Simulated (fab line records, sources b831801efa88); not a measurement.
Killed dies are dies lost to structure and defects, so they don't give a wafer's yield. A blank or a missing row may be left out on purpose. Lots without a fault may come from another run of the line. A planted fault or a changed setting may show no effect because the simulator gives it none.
fab line records | flow gf180mcu
record lots=5 wafers=15 last_day=34
route steps=602 shown V5@544 TOP_METAL@567
lots that met no fault: from a run of the same line without faults
start_h: hours from the record's first day to the start of the lot's first wafer shown | wait_h: hours since the lot's step before | " the same as in the row above | L1.1+2: a row that stands for several wafers | - no value, or no start given | * or withheld: withheld | < > ~ a bound
route shown NAME@n: a module of which the file shows steps, and the number in the route of the first | usual: mean/standard deviation of fault-free wafers | same: alike in all rows | chamber/n: place in a boat | sites: the reading at each site | _std_site: their standard deviation | _edge_site: outer sites' mean less inner sites' | radius_mm: how far each site lies from the wafer's centre | mask NAME#n: copy n | behind: the tool/chamber that last shaped the wafer | hold: why the lot was held/for how many hours/how that ended | device: the transistor (n, p or np) that didn't switch | end of line: the same wafers' tests at the end of the route | a step without rows: its recipe alone | killed: dies lost to structure and defects at the first sort, not the wafer's yield | map: a wafer's dies, x killed, . not, _ none there
set.NAME: the setting as run; set.NAME@STEP: as run at that earlier step | model.NAME: the simulator's own value behind a step, which no gauge read
lots at some steps of the route; a table a step, a row a wafer
services: from which hour (start_h, from the record's first day; less than 0 if before it) a tool's chamber was out of use, for how many hours, and why
## steps
# step GF_V5_CMP_04
# recipe material=SiO2 down_force_psi=4 platen_rpm=60 pad_velocity_m_s=0.94248
# usual motor_current_A=11.4/0.74
# columns lot.wafer tool chamber start_h wait_h motor_current_A
L076.1 cmp-02 2 633.60 0.1 11.8
L076.4 " 3 " " 12.1
L076.3 " 1 " " 11.2
L083.4 cmp-02 2 689.29 0.0 11.3
L083.6 " 2 " " 11.3
L083.5 " 3 " " 12.8
L091.4 cmp-01 1 733.70 0.0 11.8
L091.5 " 1 " " 12.1
L091.6 " 2 " " 10.7
L094.3 cmp-02 2 751.38 0.1 10.3
L094.6 " 0 " " 12.7
L094.5 " 1 " " 11.3
L096.4 cmp-02 1 763.10 0.0 11.1
L096.1 " 2 " " 11.0
L096.5 " 2 " " 11.9
# step GF_V5_BOW_MEAS_05
# recipe mode=bow
# usual V5_BOW=135/8.3
# columns lot.wafer tool chamber start_h wait_h V5_BOW[um]
L076.1 film_metro-03 - 633.90 0.2 133
L076.3 " - " " 140
L076.4 " - " " 138
L083.4 film_metro-02 - 689.65 0.3 130
L083.5 " - " " 140
L083.6 " - " " 131
L091.4 film_metro-01 - 734.06 0.3 127
L091.5 " - " " 135
L091.6 " - " " 140
L094.3 film_metro-02 - 751.62 0.2 134
L094.5 " - " " 133
L094.6 " - " " 142
L096.1 film_metro-03 - 763.40 0.2 144
L096.4 " - " " 143
L096.5 " - " " 133
# step GF_V5_DEHYDRATE_06
# recipe temp_c=200 time_s=60
# usual plate_temp_C=200.01/0.16
# same time_s=60
# columns lot.wafer tool chamber start_h wait_h plate_temp_C
L076.1 litho_track-01 0 643.34 9.4 200.22
L076.3 " 0 " " 199.93
L076.4 " 0 " " 200.33
L083.4 litho_track-04 0 697.43 7.8 200.34
L083.5 " 0 " " 200.13
L083.6 " 0 " " 199.99
L091.4 litho_track-04 0 742.18 8.1 200.22
L091.5 " 0 " " 200.05
L091.6 " 0 " " 200.23
L094.3 litho_track-04 0 759.06 7.4 200.14
L094.5 " 0 " " 200.26
L094.6 " 0 " " 199.97
L096.1 litho_track-02 0 771.12 7.7 199.93
L096.4 " 0 " " 199.61
L096.5 " 0 " " 199.79
# step GF_V5_HMDS_07
# recipe prime_time_s=60 prime_temp_c=120
# columns lot.wafer tool chamber start_h wait_h
L076.1+3+4 litho_track-01 0 643.49 0.1
L083.4+5+6 litho_track-04 0 697.58 0.1
L091.4+5+6 litho_track-04 0 742.33 0.1
L094.3+5+6 litho_track-04 0 759.21 0.1
L096.1+4+5 litho_track-02 0 771.27 0.1
# step GF_V5_COAT_08
# recipe resist=BARC temp_c=withheld time_s=withheld spin_rpm=withheld resist_thk_nm=withheld
# columns lot.wafer tool chamber start_h wait_h
L076.1+3+4 litho_track-01 0 643.64 0.1
L083.4+5+6 litho_track-04 0 697.73 0.1
L091.4+5+6 litho_track-04 0 742.48 0.1
L094.3+5+6 litho_track-04 0 759.36 0.1
L096.1+4+5 litho_track-02 0 771.42 0.1
# step GF_V5_COAT_09
# recipe resist=KrF spin_rpm=withheld resist_thk_nm=1000
# columns lot.wafer tool chamber start_h wait_h
L076.1+3+4 litho_track-01 0 - -
L083.4+5+6 litho_track-04 0 - -
L091.4+5+6 litho_track-04 0 - -
L094.3+5+6 litho_track-04 0 - -
L096.1+4+5 litho_track-02 0 - -
# step GF_V5_SOFTBAKE_10
# recipe temp_c=130 time_s=60 resist=KrF
# usual plate_temp_C=130.02/0.13
# same time_s=60
# columns lot.wafer tool chamber start_h wait_h plate_temp_C
L076.1 litho_track-01 0 - - 129.80
L076.3 " 0 " " 129.83
L076.4 " 0 " " 129.94
L083.4 litho_track-04 0 - - 129.92
L083.5 " 0 " " 129.99
L083.6 " 0 " " 129.92
L091.4 litho_track-04 0 - - 130.00
L091.5 " 0 " " 129.79
L091.6 " 0 " " 130.20
L094.3 litho_track-04 0 - - 129.87
L094.5 " 0 " " 129.97
L094.6 " 0 " " 130.12
L096.1 litho_track-02 0 - - 129.85
L096.4 " 0 " " 129.96
L096.5 " 0 " " 129.75
# step GF_V5_EXPOSE_11
# recipe mask_id=Via5 target_cd_nm=260 na=0.68 source_shape=conventional sigma_outer=0.6 dose_mj=38
# columns lot.wafer tool chamber start_h wait_h mask
L076.1+3+4 krf_scanner-01 0 - - Via5#0
L083.4+5+6 krf_scanner-02 0 - - Via5#0
L091.4+5+6 krf_scanner-01 0 - - Via5#0
L094.3+5+6 krf_scanner-01 0 - - Via5#0
L096.1+4+5 krf_scanner-01 0 - - Via5#0
# step GF_V5_PEB_12
# recipe peb_temp_c=135 peb_time_s=90 resist=KrF
# usual plate_temp_C=134.99/0.14
# columns lot.wafer tool chamber start_h wait_h plate_temp_C
L076.1 litho_track-02 0 - - 134.95
L076.3 " 0 " " 134.91
L076.4 " 0 " " 135.06
L083.4 litho_track-04 0 - - 134.84
L083.5 " 0 " " 134.73
L083.6 " 0 " " 134.80
L091.4 litho_track-04 0 - - 135.01
L091.5 " 0 " " 134.91
L091.6 " 0 " " 135.01
L094.3 litho_track-02 0 - - 135.20
L094.5 " 0 " " 135.04
L094.6 " 0 " " 135.16
L096.1 litho_track-04 0 - - 134.95
L096.4 " 0 " " 134.97
L096.5 " 0 " " 135.00
# step GF_V5_DEVELOP_13
# recipe develop_time_s=60 resist=KrF dev_temp_c=21
# columns lot.wafer tool chamber start_h wait_h
L076.1+3+4 litho_track-02 0 653.92 0.2
L083.4+5+6 litho_track-04 0 707.63 0.1
L091.4+5+6 litho_track-04 0 751.13 0.1
L094.3+5+6 litho_track-02 0 767.52 0.1
L096.1+4+5 litho_track-04 0 779.51 0.2
# step GF_V5_CD_MEAS_14
# recipe target_cd_nm=260
# usual cd_nm=260.5/1.3
# columns lot.wafer tool chamber start_h wait_h cd_nm
L076.1 cd_sem-01 - 654.16 0.2 260.2
L076.3 " - " " 259.6
L076.4 " - " " 260.6
L083.4 cd_sem-01 - 707.77 0.1 259.6
L083.5 " - " " 259.7
L083.6 " - " " 260.8
L091.4 cd_sem-01 - 751.27 0.1 262.0
L091.5 " - " " 261.1
L091.6 " - " " 262.3
L094.3 cd_sem-02 - 767.73 0.2 262.7
L094.5 " - " " 263.2
L094.6 " - " " 263.0
L096.1 cd_sem-02 - 779.66 0.1 259.7
L096.4 " - " " 260.6
L096.5 " - " " 260.4
# step GF_V5_OVL_MEAS_15
# usual V5_OVL=-3/6.2
# columns lot.wafer tool chamber start_h wait_h V5_OVL[nm]
L076.1 overlay-02 - 654.28 0.1 -4
L076.3 " - " " 1
L076.4 " - " " -9
L083.4 overlay-01 - 707.84 0.1 6
L083.5 " - " " 8
L083.6 " - " " -5
L091.4 overlay-01 - 751.34 0.1 -11
L091.5 " - " " -4
L091.6 " - " " -6
L094.3 overlay-01 - 767.82 0.1 -23
L094.5 " - " " -15
L094.6 " - " " -8
L096.1 overlay-01 - 779.78 0.1 -2
L096.4 " - " " -6
L096.5 " - " " 0
# step GF_V5_ETCH_16
# recipe chemistry=N2/H2 target_depth_a=withheld overetch_a=withheld time_s=withheld target=BARC ion_energy_ev=200 source_w=500 bias_w=100 pressure_mtorr=30 n2_flow_sccm=100 h2_flow_sccm=200
# usual drypump_motor_current_A=5.6/0.44 h2_flow_sccm=200.0/0.61 oes_product_au=0.856/0.005 throttle_valve_pct=13.225/0.0091
# columns lot.wafer tool chamber start_h wait_h drypump_motor_current_A h2_flow_sccm oes_product_au throttle_valve_pct
L076.1 rie_diel-03 3 654.31 0.0 5.9 198.8 0.847 13.221
L076.3 " 1 " " 5.4 200.3 0.854 13.231
L076.4 " 0 " " 5.4 199.7 0.854 13.222
L083.4 rie_diel-02 3 707.86 0.0 5.3 199.8 0.856 13.212
L083.5 " 2 " " 6.2 198.8 0.861 13.213
L083.6 " 3 " " 5.3 198.9 0.856 13.214
L091.4 rie_diel-02 2 751.36 0.0 6.2 200.1 0.863 13.214
L091.5 " 1 " " 5.3 200.4 0.858 13.215
L091.6 " 0 " " 5.6 200.0 0.856 13.219
L094.3 rie_diel-04 3 767.84 0.0 6.0 199.5 0.855 13.230
L094.5 " 2 " " 6.5 200.1 0.858 13.232
L094.6 " 1 " " 5.6 199.7 0.860 13.233
L096.1 rie_diel-02 3 779.81 0.0 5.4 200.1 0.855 13.222
L096.4 " 1 " " 5.3 199.7 0.858 13.222
L096.5 " 3 " " 5.3 200.2 0.858 13.214
# step GF_V5_ETCH_17
# recipe chemistry=C4F8/O2/Ar mask_material=KrF target=SiO2 stop_on=TiN source_w=1500 bias_w=1200 pressure_mtorr=40 c4f8_flow_sccm=withheld O2_flow_sccm=6 Ar_flow_sccm=300 time_s=withheld target_depth_a=8550
# usual oes_product_au=0.859/0.0049
# columns lot.wafer tool chamber start_h wait_h oes_product_au
L076.1 rie_diel-03 3 - - 0.854
L076.3 " 1 " " 0.862
L076.4 " 0 " " 0.853
L083.4 rie_diel-02 3 - - 0.862
L083.5 " 2 " " 0.857
L083.6 " 3 " " 0.859
L091.4 rie_diel-02 2 - - 0.859
L091.5 " 1 " " 0.860
L091.6 " 0 " " 0.863
L094.3 rie_diel-04 3 - - 0.859
L094.5 " 2 " " 0.860
L094.6 " 1 " " 0.856
L096.1 rie_diel-02 3 - - 0.852
L096.4 " 1 " " 0.865
L096.5 " 3 " " 0.855
# step GF_V5_STRIP_18
# recipe chemistry=O2/N2 power_w=1400 pressure_mtorr=1500 platen_temp_c=250 o2_flow_sccm=3000 n2_flow_sccm=300 overash_fraction=0.5
# usual drypump_motor_current_A=5.7/0.6 heater_power_w=330/15 oes_product_au=0.568/0.0048
# columns lot.wafer tool chamber start_h wait_h drypump_motor_current_A heater_power_w oes_product_au rf_hours_counter_h
L076.1 plasma_asher-03 0 654.47 - 6.2 316 0.572 57
L076.3 " 0 " " 6.2 311 0.565 -
L076.4 " 1 " " 5.5 318 0.565 -
L083.4 plasma_asher-04 0 708.05 - 5.6 315 0.570 -
L083.5 " 1 " " 6.4 336 0.571 -
L083.6 " 0 " " 5.5 306 0.571 -
L091.4 plasma_asher-04 0 751.55 - 5.5 315 0.568 -
L091.5 " 0 " " 5.5 317 0.570 -
L091.6 " 1 " " 6.4 332 0.573 -
L094.3 plasma_asher-03 0 768.03 - 6.2 300 0.570 -
L094.5 " 1 " " 5.5 334 0.570 -
L094.6 " 0 " " 6.2 311 0.568 -
L096.1 plasma_asher-04 1 779.96 - 6.4 334 0.578 37
L096.4 " 1 " " 6.4 340 0.574 -
L096.5 " 1 " " 6.4 327 0.567 -
# step GF_V5_STRIP_19
# recipe chemistry=post_etch_residue_remover time_s=1200 temp_c=72.5
# same time_s=1200
# columns lot.wafer tool chamber start_h wait_h
L076.1+3+4 wet_bench-02 3 654.57 0.1
L083.4+5+6 wet_bench-03 3 708.12 0.0
L091.4+5+6 wet_bench-03 1 751.61 0.0
L094.3+5+6 wet_bench-01 3 768.09 0.0
L096.1+4+5 wet_bench-03 3 780.06 0.1
# step GF_V5_CLEAN_20
# recipe chemistry=DIW dry=n2_spin
# columns lot.wafer tool chamber start_h wait_h
L076.1+3+4 wet_bench-03 2 654.91 0.0
L083.4+5+6 wet_bench-02 1 708.46 0.0
L091.4+5+6 wet_bench-01 1 751.96 0.0
L094.3+5+6 wet_bench-02 1 768.47 0.0
L096.1+4+5 wet_bench-02 2 780.41 0.0
# step GF_V5_SPUTTER_21
# recipe material=Ti target_thk_nm=15 chamber_pressure_pa=5 power_w=2500 substrate_temp_c=200 time_s=80.02
# usual throttle_valve_pct=30.7/0.62
# same time_s=80.02
# columns lot.wafer tool chamber start_h wait_h throttle_valve_pct
L076.1 pvd_sputter-04 - 655.00 0.0 30.8
L076.3 " - " " 30.5
L076.4 " - " " 31.5
L083.4 pvd_sputter-03 - 708.55 0.0 31.9
L083.5 " - " " 30.2
L083.6 " - " " 30.6
L091.4 pvd_sputter-03 - 752.05 0.0 31.8
L091.5 " - " " 30.6
L091.6 " - " " 30.5
L094.3 pvd_sputter-02 - 768.56 0.0 30.9
L094.5 " - " " 29.5
L094.6 " - " " 31.0
L096.1 pvd_sputter-03 - 780.50 0.0 30.2
L096.4 " - " " 32.1
L096.5 " - " " 30.5
# step GF_V5_SPUTTER_22
# recipe material=TiN target_thk_nm=10 chamber_pressure_pa=5 power_w=4000 time_s=40
# usual throttle_valve_pct=30.8/0.62
# same time_s=40
# columns lot.wafer tool chamber start_h wait_h throttle_valve_pct
L076.1 pvd_sputter-04 - 655.06 0.0 30.9
L076.3 " - " " 30.9
L076.4 " - " " 31.4
L083.4 pvd_sputter-03 - 708.61 0.0 32.1
L083.5 " - " " 30.2
L083.6 " - " " 30.4
L091.4 pvd_sputter-03 - 752.11 0.0 32.0
L091.5 " - " " 30.5
L091.6 " - " " 30.7
L094.3 pvd_sputter-02 - 768.62 0.0 30.9
L094.5 " - " " 29.5
L094.6 " - " " 31.4
L096.1 pvd_sputter-03 - 780.56 0.0 30.2
L096.4 " - " " 32.1
L096.5 " - " " 30.5
# step GF_V5_CVD_23
# recipe material=W target_thk_nm=350 time_s=104.9 temp_c=400 pressure_torr=40
# usual heater_power_w=778/43
# same time_s=104.9
# columns lot.wafer tool chamber start_h wait_h heater_power_w
L076.1 cvd_w-02 1 655.10 0.0 741
L076.3 " 1 " " 737
L076.4 " 0 " " 782
L083.4 cvd_w-01 0 708.69 0.1 844
L083.5 " 0 " " 848
L083.6 " 1 " " 744
L091.4 cvd_w-01 0 752.19 0.1 848
L091.5 " 1 " " 749
L091.6 " 0 " " 832
L094.3 cvd_w-02 0 768.70 0.1 799
L094.5 " 1 " " 759
L094.6 " 0 " " 766
L096.1 cvd_w-02 0 780.60 0.0 793
L096.4 " 1 " " 746
L096.5 " 0 " " 813
# step GF_V5_RS_MEAS_24
# recipe thk_meas_gauge=four-point-probe reads=W_of_V5_CVD_23+TiN_of_V5_SPUTTER_22+Ti_of_V5_SPUTTER_21
# usual V5_W_RS=0.327/0.0039
# columns lot.wafer tool chamber start_h wait_h V5_W_RS[ohm/sq]
L076.1 film_metro-01 - 655.21 0.1 0.322
L076.3 " - " " 0.324
L076.4 " - " " 0.323
L083.4 film_metro-02 - 708.82 0.1 0.321
L083.5 " - " " 0.323
L083.6 " - " " 0.329
L091.4 film_metro-03 - 752.32 0.1 0.328
L091.5 " - " " 0.330
L091.6 " - " " 0.326
L094.3 film_metro-02 - 768.81 0.1 0.318
L094.5 " - " " 0.323
L094.6 " - " " 0.323
L096.1 film_metro-03 - 780.71 0.1 0.329
L096.4 " - " " 0.330
L096.5 " - " " 0.328
# step GF_V5_THK_MEAS_25
# recipe thk_meas_gauge=xrf reads=W_of_V5_CVD_23
# usual V5_W_THK=350/5.2
# columns lot.wafer tool chamber start_h wait_h V5_W_THK[nm]
L076.1 film_metro-01 - 655.33 0.1 355
L076.3 " - " " 349
L076.4 " - " " 356
L083.4 film_metro-02 - 708.91 0.1 358
L083.5 " - " " 357
L083.6 " - " " 350
L091.4 film_metro-03 - 752.41 0.1 341
L091.5 " - " " 343
L091.6 " - " " 344
L094.3 film_metro-02 - 768.91 0.1 360
L094.5 " - " " 358
L094.6 " - " " 355
L096.1 film_metro-03 - 780.83 0.1 346
L096.4 " - " " 347
L096.5 " - " " 347
# step GF_V5_CMP_26
# recipe stop_on=SiO2 down_force_psi=3.5 platen_rpm=60 t_overpolish_s=15 target_thk_nm=0 pad_velocity_m_s=0.94248
# usual motor_current_A=10.4/0.63 overpolish_run_s=14.999/0.01 time_to_endpoint_s=84.8/2.5
# columns lot.wafer tool chamber start_h wait_h motor_current_A overpolish_run_s time_to_endpoint_s
L076.1 cmp-01 2 655.42 0.1 10.0 14.999 83.0
L076.3 " 0 " " 10.0 14.982 83.7
L076.4 " 1 " " 10.8 14.999 85.5
L083.4 cmp-01 2 708.99 0.1 10.6 15.004 84.7
L083.6 " 1 " " 11.3 15.001 83.2
L083.5 " 2 " " 10.2 14.973 86.6
L091.4 cmp-01 3 752.49 0.1 9.4 15.008 85.8
L091.6 " 2 " " 9.5 14.989 84.3
L091.5 " 3 " " 9.9 14.983 84.2
L094.3 cmp-01 1 769.00 0.1 10.9 14.998 84.9
L094.5 " 0 " " 10.6 15.003 83.9
L094.6 " 1 " " 11.1 15.015 82.2
L096.4 cmp-01 1 780.99 0.1 11.3 14.997 85.5
L096.1 " 2 " " 10.3 15.004 88.3
L096.5 " 0 " " 10.0 14.991 83.8
# step GF_TOP_METAL_SPUTTER_00
# recipe material=Ti target_thk_nm=37.5 arriving_ion_energy_ev=80 substrate_temp_c=200 chamber_pressure_pa=2 power_w=4000 time_s=150
# usual throttle_valve_pct=30.5/0.83
# same time_s=150
# columns lot.wafer tool chamber start_h wait_h throttle_valve_pct
L076.1 pvd_sputter-01 - 655.72 0.2 29.1
L076.3 " - " " 30.0
L076.4 " - " " 29.3
L083.4 pvd_sputter-04 - 709.24 0.2 30.6
L083.5 " - " " 30.8
L083.6 " - " " 31.2
L091.4 pvd_sputter-04 - 752.74 0.2 30.7
L091.5 " - " " 31.1
L091.6 " - " " 31.6
L094.3 pvd_sputter-01 - 769.25 0.2 29.3
L094.5 " - " " 29.7
L094.6 " - " " 29.5
L096.1 pvd_sputter-04 - 781.19 0.1 30.8
L096.4 " - " " 30.8
L096.5 " - " " 31.2
# step GF_TOP_METAL_SPUTTER_01
# recipe material=TiN target_thk_nm=30 power_w=6500 time_s=25 chamber_pressure_pa=0.4
# usual throttle_valve_pct=30.5/0.8
# same time_s=25
# columns lot.wafer tool chamber start_h wait_h throttle_valve_pct
L076.1 pvd_sputter-01 - 655.82 0.1 29.8
L076.3 " - " " 30.0
L076.4 " - " " 29.4
L083.4 pvd_sputter-04 - 709.34 0.1 30.6
L083.5 " - " " 30.7
L083.6 " - " " 30.9
L091.4 pvd_sputter-04 - 752.84 0.1 30.8
L091.5 " - " " 30.6
L091.6 " - " " 31.3
L094.3 pvd_sputter-01 - 769.35 0.1 29.5
L094.5 " - " " 29.4
L094.6 " - " " 29.3
L096.1 pvd_sputter-04 - 781.29 0.1 30.8
L096.4 " - " " 30.9
L096.5 " - " " 31.3
# step GF_TOP_METAL_SPUTTER_02
# recipe material=AlCu target_thk_nm=900 power_w=10600 chamber_pressure_pa=0.3 substrate_temp_c=250 gas=Ar time_s=47.82
# usual throttle_valve_pct=30.5/0.83
# same time_s=47.82
# columns lot.wafer tool chamber start_h wait_h throttle_valve_pct
L076.1 pvd_sputter-01 - 655.85 0.0 29.5
L076.3 " - " " 30.2
L076.4 " - " " 29.4
L083.4 pvd_sputter-04 - 709.37 0.0 30.6
L083.5 " - " " 30.8
L083.6 " - " " 31.3
L091.4 pvd_sputter-04 - 752.87 0.0 30.9
L091.5 " - " " 31.0
L091.6 " - " " 31.5
L094.3 pvd_sputter-01 - 769.38 0.0 29.6
L094.5 " - " " 29.7
L094.6 " - " " 29.3
L096.1 pvd_sputter-04 - 781.32 0.0 31.0
L096.4 " - " " 31.0
L096.5 " - " " 31.4
# step GF_TOP_METAL_SPUTTER_03
# recipe material=Ti target_thk_nm=5 substrate_temp_c=300 chamber_pressure_pa=0.3 power_w=3000 time_s=3.3
# usual throttle_valve_pct=30.5/0.81
# same time_s=3.3
# columns lot.wafer tool chamber start_h wait_h throttle_valve_pct
L076.1 pvd_sputter-01 - 655.89 0.0 29.5
L076.3 " - " " 30.0
L076.4 " - " " 29.5
L083.4 pvd_sputter-04 - 709.41 0.0 30.4
L083.5 " - " " 30.7
L083.6 " - " " 31.3
L091.4 pvd_sputter-04 - 752.91 0.0 30.7
L091.5 " - " " 30.9
L091.6 " - " " 31.4
L094.3 pvd_sputter-01 - 769.43 0.0 29.6
L094.5 " - " " 29.8
L094.6 " - " " 29.6
L096.1 pvd_sputter-04 - 781.36 0.0 30.9
L096.4 " - " " 31.0
L096.5 " - " " 31.2
# step GF_TOP_METAL_SPUTTER_04
# recipe material=TiN target_thk_nm=25 power_w=6500 time_s=20.8 chamber_pressure_pa=0.4
# usual throttle_valve_pct=30.5/0.82
# same time_s=20.8
# columns lot.wafer tool chamber start_h wait_h throttle_valve_pct
L076.1 pvd_sputter-01 - 655.91 0.0 29.5
L076.3 " - " " 29.9
L076.4 " - " " 29.5
L083.4 pvd_sputter-04 - 709.43 0.0 31.1
L083.5 " - " " 30.9
L083.6 " - " " 31.5
L091.4 pvd_sputter-04 - 752.93 0.0 30.8
L091.5 " - " " 30.8
L091.6 " - " " 31.4
L094.3 pvd_sputter-01 - 769.44 0.0 29.5
L094.5 " - " " 29.2
L094.6 " - " " 29.6
L096.1 pvd_sputter-04 - 781.38 0.0 30.9
L096.4 " - " " 31.0
L096.5 " - " " 31.3
# step GF_TOP_METAL_RS_MEAS_05
# recipe thk_meas_gauge=four-point-probe reads=TiN_of_TOP_METAL_SPUTTER_04+Ti_of_TOP_METAL_SPUTTER_03+AlCu_of_TOP_METAL_SPUTTER_02+TiN_of_TOP_METAL_SPUTTER_01+Ti_of_TOP_METAL_SPUTTER_00
# usual TOP_METAL_ALCU_RS=0.03268/0.0003
# columns lot.wafer tool chamber start_h wait_h TOP_METAL_ALCU_RS[ohm/sq]
L076.1 film_metro-03 - 655.94 0.0 0.03223
L076.3 " - " " 0.03269
L076.4 " - " " 0.03233
L083.4 film_metro-04 - 709.52 0.1 0.03233
L083.5 " - " " 0.03257
L083.6 " - " " 0.03256
L091.4 film_metro-04 - 753.02 0.1 0.03225
L091.5 " - " " 0.0324
L091.6 " - " " 0.03253
L094.3 film_metro-04 - 769.51 0.1 0.03304
L094.5 " - " " 0.0329
L094.6 " - " " 0.03294
L096.1 film_metro-03 - 781.41 0.0 0.03278
L096.4 " - " " 0.03277
L096.5 " - " " 0.03297
# step GF_TOP_METAL_THK_MEAS_06
# recipe thk_meas_gauge=xrf reads=AlCu_of_TOP_METAL_SPUTTER_02
# usual TOP_METAL_ALCU_THK=898/9.3
# columns lot.wafer tool chamber start_h wait_h TOP_METAL_ALCU_THK[nm]
L076.1 film_metro-03 - 656.06 0.1 910
L076.3 " - " " 899
L076.4 " - " " 906
L083.4 film_metro-04 - 709.61 0.1 906
L083.5 " - " " 899
L083.6 " - " " 898
L091.4 film_metro-04 - 753.11 0.1 913
L091.5 " - " " 912
L091.6 " - " " 899
L094.3 film_metro-04 - 769.61 0.1 883
L094.5 " - " " 892
L094.6 " - " " 885
L096.1 film_metro-03 - 781.53 0.1 892
L096.4 " - " " 892
L096.5 " - " " 887
# step GF_TOP_METAL_DEHYDRATE_07
# recipe temp_c=200 time_s=60
# usual plate_temp_C=200.01/0.16
# same time_s=60
# columns lot.wafer tool chamber start_h wait_h plate_temp_C
L076.1 litho_track-03 0 665.72 9.6 199.84
L076.3 " 0 " " 199.92
L076.4 " 0 " " 199.87
L083.4 litho_track-02 0 717.90 8.3 199.67
L083.5 " 0 " " 200.04
L083.6 " 0 " " 200.12
L091.4 litho_track-01 0 760.66 7.5 200.13
L091.5 " 0 " " 199.99
L091.6 " 0 " " 200.05
L094.3 litho_track-02 0 777.22 7.6 199.89
L094.5 " 0 " " 199.95
L094.6 " 0 " " 199.88
L096.1 litho_track-03 0 788.57 7.0 199.82
L096.4 " 0 " " 199.86
L096.5 " 0 " " 199.62
# step GF_TOP_METAL_HMDS_08
# recipe prime_time_s=60 prime_temp_c=120
# columns lot.wafer tool chamber start_h wait_h
L076.1+3+4 litho_track-03 0 665.87 0.1
L083.4+5+6 litho_track-02 0 718.05 0.1
L091.4+5+6 litho_track-01 0 760.81 0.1
L094.3+5+6 litho_track-02 0 777.37 0.1
L096.1+4+5 litho_track-03 0 788.72 0.1
# step GF_TOP_METAL_COAT_09
# recipe resist=NOVOLAK spin_rpm=3000 resist_thk_nm=1500
# columns lot.wafer tool chamber start_h wait_h
L076.1+3+4 litho_track-03 0 666.02 0.1
L083.4+5+6 litho_track-02 0 718.20 0.1
L091.4+5+6 litho_track-01 0 760.96 0.1
L094.3+5+6 litho_track-02 0 777.52 0.1
L096.1+4+5 litho_track-03 0 788.87 0.1
# step GF_TOP_METAL_SOFTBAKE_10
# recipe temp_c=90 time_s=60 resist=NOVOLAK
# usual plate_temp_C=90.00/0.13
# same time_s=60
# columns lot.wafer tool chamber start_h wait_h plate_temp_C
L076.1 litho_track-03 0 666.17 0.1 89.98
L076.3 " 0 " " 89.77
L076.4 " 0 " " 89.86
L083.4 litho_track-02 0 718.35 0.1 90.07
L083.5 " 0 " " 90.09
L083.6 " 0 " " 90.08
L091.4 litho_track-01 0 761.11 0.1 90.07
L091.5 " 0 " " 90.07
L091.6 " 0 " " 90.05
L094.3 litho_track-02 0 777.67 0.1 90.12
L094.5 " 0 " " 90.07
L094.6 " 0 " " 89.83
L096.1 litho_track-03 0 789.02 0.1 89.89
L096.4 " 0 " " 89.94
L096.5 " 0 " " 89.95
# step GF_TOP_METAL_EXPOSE_11
# recipe mask_id=MetalTop target_cd_nm=440 na=0.6 source_shape=conventional sigma_outer=0.6 dose_mj=170
# columns lot.wafer tool chamber start_h wait_h mask
L076.1+3+4 iline_stepper-02 0 - - MetalTop#0
L083.4+5+6 iline_stepper-01 0 - - MetalTop#0
L091.4+5+6 iline_stepper-01 0 - - MetalTop#0
L094.3+5+6 iline_stepper-02 0 - - MetalTop#0
L096.1+4+5 iline_stepper-01 0 - - MetalTop#0
# step GF_TOP_METAL_PEB_12
# recipe temp_c=withheld time_s=* resist=NOVOLAK
# same time_s=*
# columns lot.wafer tool chamber start_h wait_h
L076.1+3+4 litho_track-02 0 - -
L083.4+5+6 litho_track-02 0 - -
L091.4+5+6 litho_track-02 0 - -
L094.3+5+6 litho_track-01 0 - -
L096.1+4+5 litho_track-03 0 - -
# step GF_TOP_METAL_DEVELOP_13
# recipe develop_time_s=60 dev_temp_c=23
# columns lot.wafer tool chamber start_h wait_h
L076.1+3+4 litho_track-02 0 676.02 0.1
L083.4+5+6 litho_track-02 0 727.40 0.1
L091.4+5+6 litho_track-02 0 769.10 0.1
L094.3+5+6 litho_track-01 0 785.39 0.1
L096.1+4+5 litho_track-03 0 796.42 0.1
# step GF_TOP_METAL_CD_MEAS_14
# recipe target_cd_nm=440
# usual cd_nm=440.4/2.8
# columns lot.wafer tool chamber start_h wait_h cd_nm
L076.1 cd_sem-01 - 676.17 0.1 434.9
L076.3 " - " " 437.0
L076.4 " - " " 435.5
L083.4 cd_sem-01 - 727.53 0.1 436.7
L083.5 " - " " 438.2
L083.6 " - " " 439.9
L091.4 cd_sem-02 - 769.23 0.1 438.7
L091.5 " - " " 437.5
L091.6 " - " " 439.4
L094.3 cd_sem-02 - 785.53 0.1 443.7
L094.5 " - " " 443.0
L094.6 " - " " 442.9
L096.1 cd_sem-02 - 796.64 0.2 438.7
L096.4 " - " " 441.2
L096.5 " - " " 440.5
# step GF_TOP_METAL_OVL_MEAS_15
# usual TOP_METAL_OVL=-1.6/1.5
# columns lot.wafer tool chamber start_h wait_h TOP_METAL_OVL[nm]
L076.1 overlay-01 - 676.29 0.1 -1.7
L076.3 " - " " -0.6
L076.4 " - " " -2.6
L083.4 overlay-02 - 727.61 0.1 -0.9
L083.5 " - " " -0.2
L083.6 " - " " -0.5
L091.4 overlay-01 - 769.31 0.1 -2.4
L091.5 " - " " -3.9
L091.6 " - " " -5.2
L094.3 overlay-01 - 785.62 0.1 -4.4
L094.5 " - " " -1.4
L094.6 " - " " -2.1
L096.1 overlay-01 - 796.76 0.1 -3.3
L096.4 " - " " -3.6
L096.5 " - " " -2.3
## services
# columns tool chamber start_h hours kind
rie_diel-02 0 609.95 13.5 repair
plasma_asher-04 - 612.44 2.8 pm
cmp-02 - 623.25 0.5 repair
krf_scanner-01 - 624.57 0.8 pm
pvd_sputter-03 - 647.45 1.2 repair
cmp-02 - 650.28 0.6 repair
rie_diel-02 - 652.42 28.1 pm
krf_scanner-01 - 664.46 1.9 repair
cmp-01 - 668.33 0.9 repair
pvd_sputter-04 - 675.67 5.4 repair
cmp-01 - 688.52 0.2 repair
pvd_sputter-04 - 690.43 2.2 repair
krf_scanner-01 - 697.65 1.0 pm
pvd_sputter-03 - 730.99 3.0 repair
cmp-02 - 734.57 2.4 repair
cmp-01 - 754.06 4.0 pm
krf_scanner-01 - 773.80 4.0 pm
krf_scanner-01 - 777.82 1.3 pm
cmp-01 - 790.70 2.3 repair
cmp-01 - 791.00 1.6 repair
krf_scanner-01 - 791.39 4.4 pm
cmp-01 - 793.54 1.6 repair
cmp-02 - 795.43 1.5 repair
krf_scanner-01 - 795.76 0.8 pm
## key
fault none
